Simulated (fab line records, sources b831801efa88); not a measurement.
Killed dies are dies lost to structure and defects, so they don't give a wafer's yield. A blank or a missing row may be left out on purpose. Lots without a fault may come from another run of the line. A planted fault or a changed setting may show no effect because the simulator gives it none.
One fault seen from 2 desks | flow gf180mcu | each desk has only its own numbers; what lay behind them comes last

THE METROLOGY DESK
What the gauges read, lot by lot, whatever tool the lot ran on: means of the sampled wafers that have a number. A lot is out of limits, marked OUT, if its mean lies more than 4 standard deviations from the usual mean; the brackets give that distance.
Columns: A = V5_BOW at GF_V5_BOW_MEAS_05, usual 133 um; B = TOP_METAL_ALCU_RS at GF_TOP_METAL_RS_MEAS_05, usual 0.0331 ohm/sq; C = TOP_METAL_OVL at GF_TOP_METAL_OVL_MEAS_15, usual -1.1 nm
lot  | first seen here | A   | B      | C
L409 | day 26 13:40    | 134 | 0.0331 | 0.3
L410 | day 27 04:35    | 141 | 0.0325 | -0.4
L411 | day 27 10:21    | 123 | 0.0332 | -0.4
L412 | day 27 18:40    | 138 | 0.0325 | -1.2
L413 | day 27 23:33    | 127 | 0.0336 | -2.3
L414 | day 28 12:44    | 143 | 0.0328 | -2.9
L417 | day 29 13:25    | 130 | 0.0329 | -2.9
L422 | day 30 19:58    | 134 | 0.0334 | -1.5
L423 | day 31 06:05    | 136 | 0.0333 | 0.2
L425 | day 31 14:47    | 135 | 0.0334 | -0.4
L427 | day 32 05:44    | 128 | 0.0331 | -1.3
This desk's finding: nothing out of limits on any of the 11 lots.

THE TOOL OWNER'S DESK: cvd_w-02
The tool's own readings at GF_V4_CVD_23 (deposits W, target thk 350 nm, time 104.9 s): means of the sampled wafers that have a number, for each lot that ran on this tool. A lot is out of limits, marked OUT, if its mean lies more than 4 standard deviations from the usual mean; the brackets give that distance.
Columns: A = heater_power_w at GF_V4_CVD_23, usual 914 W
lot  | first seen here | A
L410 | day 25 07:23    | 957
L412 | day 25 22:02    | 818
L413 | day 26 04:11    | 974
L414 | day 26 16:54    | 982
L417 | day 27 20:23    | 914
L422 | day 29 04:47    | 997
L423 | day 29 14:15    | 850
This desk's finding: nothing out of limits on any of the 7 lots.

PUT TOGETHER
The metrology desk saw nothing out of limits.
The tool owner's desk saw nothing out of limits.

WHAT THE SIMULATOR HAD PUT IN
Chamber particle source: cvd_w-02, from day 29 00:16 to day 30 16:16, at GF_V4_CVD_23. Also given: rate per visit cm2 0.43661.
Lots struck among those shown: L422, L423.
